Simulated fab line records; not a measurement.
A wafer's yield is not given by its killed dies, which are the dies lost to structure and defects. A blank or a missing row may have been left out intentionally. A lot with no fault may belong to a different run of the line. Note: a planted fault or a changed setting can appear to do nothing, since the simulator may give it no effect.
Matching of chambers | flow gf180mcu | GF_STI_ETCH_14 on rie si-02: 4 sister chambers
The step etches Si in HBr/Cl2/O2, target depth 360 nm, time 102.9 s. 8 wafers are shown with their chamber, then 6 later ones without.

WAFERS WITH THEIR CHAMBER
wafer  | chamber | throttle valve pct (%) | oes product au (a.u.)
L952.5 | 3       | 25.654                 | 1.003
L955.3 | 2       | 25.641                 | 1.005
L955.4 | 3       | 25.659                 | 1.007
L959.1 | 1       | 25.644                 | 1.005
L959.3 | 0       | 25.661                 | 1.000
L960.2 | 0       | 25.659                 | 1.006
L960.3 | 2       | 25.619                 | 1.025
L960.4 | 1       | 25.652                 | 1.010

WAFERS WITH NO CHAMBER GIVEN
wafer  | throttle valve pct (%) | oes product au (a.u.)
L961.2 | 25.653                 | 1.005
L961.3 | 25.650                 | 0.986
L961.6 | 25.653                 | 1.013
L962.1 | 25.672                 | 0.997
L962.3 | 25.642                 | 1.007
L962.6 | 25.647                 | 1.005

WHICH CHAMBER EACH WENT THROUGH
wafer  | from the rows above               | in truth
L961.2 | can't be placed: 3 or 1 or 0      | 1
L961.3 | can't be placed: 0 or 3 or 1 or 2 | 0
L961.6 | can't be placed: 1 or 3 or 0 or 2 | 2
L962.1 | can't be placed: 0 or 3 or 1      | 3
L962.3 | can't be placed: 1 or 3 or 2 or 0 | 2
L962.6 | can't be placed: 1 or 3 or 0      | 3
0 of 6 placed correctly. Unplaceable from these rows: 6, with the true chamber sitting among the candidates in 6. Wrongly placed: 0.
How it was worked out, from the rows above alone: a wafer's distance from a chamber is the root of the sum, over the readings, of the square of ((its reading less the chamber's mean) divided by the reading's scatter). If the next closest chamber is less than 2 further off than the closest, the wafer can't be placed; otherwise it belongs to the closest. For every chamber, the mean is computed from those of its wafers that are shown. The scatter: take each reading less its chamber's mean, square it, sum over the shown wafers, divide by the number of wafers less the number of chambers, and take the root.
